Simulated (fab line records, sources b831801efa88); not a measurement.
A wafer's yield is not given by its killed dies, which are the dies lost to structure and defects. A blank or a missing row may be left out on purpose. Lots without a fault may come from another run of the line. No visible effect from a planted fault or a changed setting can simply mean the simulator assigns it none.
Which tool is to blame? | flow sky130 | 14 lots with 42 wafers sampled at 5 steps, on a route of 708 steps

== WHAT EACH GAUGE READ, for each wafer ==
SKY_VIA1_BOW_MEAS_03. Usual: VIA1_BOW 82 um, standard deviation 6.6.
lot  | measured     | on            | VIA1_BOW (um) | flag
L580 | day 33 02:59 | film-metro-03 | 74 71 80      |
L581 | day 33 12:56 | film-metro-04 | 61 82 74      |
L583 | day 34 12:55 | film-metro-03 | 86 84 75      |
L589 | day 36 02:35 | film-metro-02 | 93 81 74      |
L590 | day 36 11:25 | film-metro-04 | 77 79 91      |
L591 | day 36 20:12 | film-metro-02 | 85 70 87      |
L592 | day 37 06:38 | film-metro-02 | 87 72 78      |
L593 | day 37 22:11 | film-metro-03 | 85 77 80      |
L595 | day 38 04:20 | film-metro-03 | 81 78 81      |
L594 | day 38 07:06 | film-metro-04 | 84 77 90      |
L596 | day 39 00:28 | film-metro-02 | 89 81 79      |
L599 | day 39 09:59 | film-metro-04 | 90 84 78      |
L600 | day 39 14:15 | film-metro-04 | 91 71 73      |
L601 | day 39 19:10 | film-metro-04 | 88 79 81      |

SKY_VIA2_CD_MEAS_12: the cd target is 200 nm. Usual: 200.5 nm for cd-nm, sd 1.4.
lot  | measured     | on        | cd-nm (nm)        | flag
L580 | day 36 12:53 | cd-sem-01 | 200.9 200.7 201.4 |
L581 | day 37 00:34 | cd-sem-01 | 199.6 198.8 198.1 |
L583 | day 37 21:57 | cd-sem-02 | 201.8 202.1 202.1 |
L589 | day 39 10:34 | cd-sem-02 | 200.4 200.6 201.0 |
L590 | day 39 20:50 | cd-sem-02 | 200.1 199.2 199.7 |
L591 | day 40 03:05 | cd-sem-02 | 200.6 198.7 200.8 |
L592 | day 40 12:58 | cd-sem-02 | 199.6 199.0 199.5 |
L593 | day 41 04:02 | cd-sem-01 | 199.3 199.3 200.4 |
L595 | day 41 10:00 | cd-sem-01 | 198.6 199.7 198.2 |
L594 | day 41 12:58 | cd-sem-02 | 200.0 198.4 199.1 |
L596 | day 42 03:28 | cd-sem-02 | 200.1 200.0 200.8 |
L599 | day 42 13:59 | cd-sem-01 | 202.7 202.1 202.2 |
L600 | day 42 17:47 | cd-sem-02 | 199.1 199.9 200.4 |
L601 | day 42 22:22 | cd-sem-01 | 200.1 199.6 199.6 |

SKY_METAL5_THK_MEAS_06: measures by xrf. Usual: METAL5_ALCU_THK 1144 nm, standard deviation 12.
lot  | measured     | on            | METAL5_ALCU_THK (nm) | flag
L580 | day 43 03:45 | film-metro-01 | 1139 1142 1152       |
L581 | day 43 14:55 | film-metro-02 | 1128 1149 1143       |
L583 | day 44 07:13 | film-metro-02 | 1153 1142 1160       |
L589 | day 45 14:35 | film-metro-01 | 1336 1324 1339       | OFF
L590 | day 46 01:10 | film-metro-04 | 1374 1378 1390       | OFF
L591 | day 46 03:43 | film-metro-04 | 1136 1137 1128       |
L592 | day 46 12:43 | film-metro-01 | 1133 1132 1136       |
L593 | day 47 02:31 | film-metro-04 | 1138 1142 1140       |
L595 | day 47 08:42 | film-metro-04 | 1144 1148 1146       |
L594 | day 47 10:26 | film-metro-02 | 1135 1148 1147       |
L596 | day 47 22:47 | film-metro-02 | 1111 1128 1118       |
L599 | day 48 07:35 | film-metro-01 | 1165 1142 1164       |
L600 | day 48 10:35 | film-metro-02 | 1133 1129 1132       |
L601 | day 48 14:43 | film-metro-02 | 1152 1130 1147       |

== WHICH TOOL RAN EACH LOT (tool, then ch and the chambers of the sampled wafers, then the start) ==
lot  | SKY_VIA2_SPUTTER_20          | SKY_METAL5_SPUTTER_04
L580 | pvd-sputter-03, day 36 13:45 | pvd-sputter-01, day 43 03:35
L581 | pvd-sputter-03, day 37 01:25 | pvd-sputter-01, day 43 14:44
L583 | pvd-sputter-03, day 37 22:49 | pvd-sputter-04, day 44 07:03
L589 | pvd-sputter-01, day 39 11:26 | pvd-sputter-01, day 45 14:25
L590 | pvd-sputter-02, day 39 21:41 | pvd-sputter-01, day 46 01:00
L591 | pvd-sputter-03, day 40 03:55 | pvd-sputter-03, day 46 03:32
L592 | pvd-sputter-01, day 40 13:49 | pvd-sputter-01, day 46 12:32
L593 | pvd-sputter-01, day 41 04:55 | pvd-sputter-03, day 47 02:20
L595 | pvd-sputter-03, day 41 10:52 | pvd-sputter-03, day 47 08:32
L594 | pvd-sputter-02, day 41 13:46 | pvd-sputter-01, day 47 10:14
L596 | pvd-sputter-02, day 42 04:19 | pvd-sputter-01, day 47 22:36
L599 | pvd-sputter-01, day 42 14:50 | pvd-sputter-03, day 48 07:25
L600 | pvd-sputter-02, day 42 18:38 | pvd-sputter-03, day 48 10:25
L601 | pvd-sputter-02, day 42 23:16 | pvd-sputter-01, day 48 14:32
- SKY_VIA2_SPUTTER_20: material TiN, target thk 20 nm, time 80 s.
- SKY_METAL5_SPUTTER_04: material TiN, target thk 70 nm, time 58.3 s.

== AS READ BY THE TOOLS THEMSELVES (means over the sampled wafers that have a number; for cases with no such wafer, the mark the record gives instead) ==
SKY_VIA2_SPUTTER_20. Usual: cathode-dc-power-W 4000.1 W, standard deviation 0.72; chamber-pressure-pa 5.000 Pa, standard deviation 0.0097; throttle-valve-pct 30.4 %, standard deviation 1.4.
lot  | tool           | cathode-dc-power-W (W) | chamber-pressure-pa (Pa) | throttle-valve-pct (%) | flag
L580 | pvd-sputter-03 | 3999.8                 | 4.997                    | 31.6                   |
L581 | pvd-sputter-03 | 3999.7                 | 4.997                    | 30.3                   |
L583 | pvd-sputter-03 | 4000.3                 | 4.998                    | 31.1                   |
L589 | pvd-sputter-01 | 3999.4                 | 5.005                    | 29.8                   |
L590 | pvd-sputter-02 | 4000.4                 | 4.999                    | 30.9                   |
L591 | pvd-sputter-03 | 4000.2                 | 5.003                    | 31.2                   |
L592 | pvd-sputter-01 | 4000.0                 | 5.000                    | 29.3                   |
L593 | pvd-sputter-01 | 4000.5                 | 5.005                    | 29.2                   |
L595 | pvd-sputter-03 | 4000.3                 | 5.010                    | 30.3                   |
L594 | pvd-sputter-02 | 3998.9                 | 5.000                    | 30.7                   |
L596 | pvd-sputter-02 | 3999.9                 | 5.011                    | 31.1                   |
L599 | pvd-sputter-01 | 4000.3                 | 5.003                    | 29.2                   |
L600 | pvd-sputter-02 | 4000.0                 | 5.003                    | 30.6                   |
L601 | pvd-sputter-02 | 4000.9                 | 5.007                    | 30.0                   |

SKY_METAL5_SPUTTER_04. Usual: cathode-dc-power-W 6500.0 W, standard deviation 1.2; chamber-pressure-pa 0.4001 Pa, standard deviation 0.00082; throttle-valve-pct 30.4 %, standard deviation 1.3.
lot  | tool           | cathode-dc-power-W (W) | chamber-pressure-pa (Pa) | throttle-valve-pct (%) | flag
L580 | pvd-sputter-01 | 6499.2                 | 0.4003                   | 30.0                   |
L581 | pvd-sputter-01 | 6499.8                 | 0.3995                   | 29.3                   |
L583 | pvd-sputter-04 | 6501.3                 | 0.3998                   | 31.3                   |
L589 | pvd-sputter-01 | -                      | -                        | -                      | OFF
L590 | pvd-sputter-01 | -                      | -                        | -                      | OFF
L591 | pvd-sputter-03 | 6500.5                 | 0.3993                   | 31.5                   |
L592 | pvd-sputter-01 | 6500.0                 | 0.3996                   | 30.2                   |
L593 | pvd-sputter-03 | 6500.4                 | 0.3999                   | 31.5                   |
L595 | pvd-sputter-03 | 6500.6                 | 0.4000                   | 30.6                   |
L594 | pvd-sputter-01 | 6500.7                 | 0.4001                   | 29.4                   |
L596 | pvd-sputter-01 | 6500.0                 | 0.3994                   | 29.1                   |
L599 | pvd-sputter-03 | 6500.1                 | 0.4010                   | 29.8                   |
L600 | pvd-sputter-03 | 6501.0                 | 0.4004                   | 30.2                   |
L601 | pvd-sputter-01 | 6498.9                 | 0.4002                   | 29.7                   |

== THE ANSWER, worked out from the rows above alone ==
Rule: a lot counts as off when the mean over its wafers that have a number is more than 3 standard deviations away from the usual mean. Also off: a lot with no number at a reading for which 4 or more lots have one. Where the step has rows for the other lots, those lots are counted as sound. After the gauges, taken in route order, come the tools' own readings; for these a lot's mean is taken, as printed above. The first step at which some lot is off is used, and at that step the reading that is off furthest; a lot without a number counts as furthest.
Off: L589, L590, seen at SKY_METAL5_THK_MEAS_06 (METAL5_ALCU_THK).
If a tool, at a process step before that reading, ran all the lots that are off and no sound lot after the first of them, it fits. Not tried: the gauges at SKY_METAL5_THK_MEAS_06; whatever is off there is also off at SKY_METAL5_SPUTTER_04, on other tools, and gauge error can't account for it. None of those tried fits.

== WHAT HAD BEEN PUT IN BY THE SIMULATOR ==
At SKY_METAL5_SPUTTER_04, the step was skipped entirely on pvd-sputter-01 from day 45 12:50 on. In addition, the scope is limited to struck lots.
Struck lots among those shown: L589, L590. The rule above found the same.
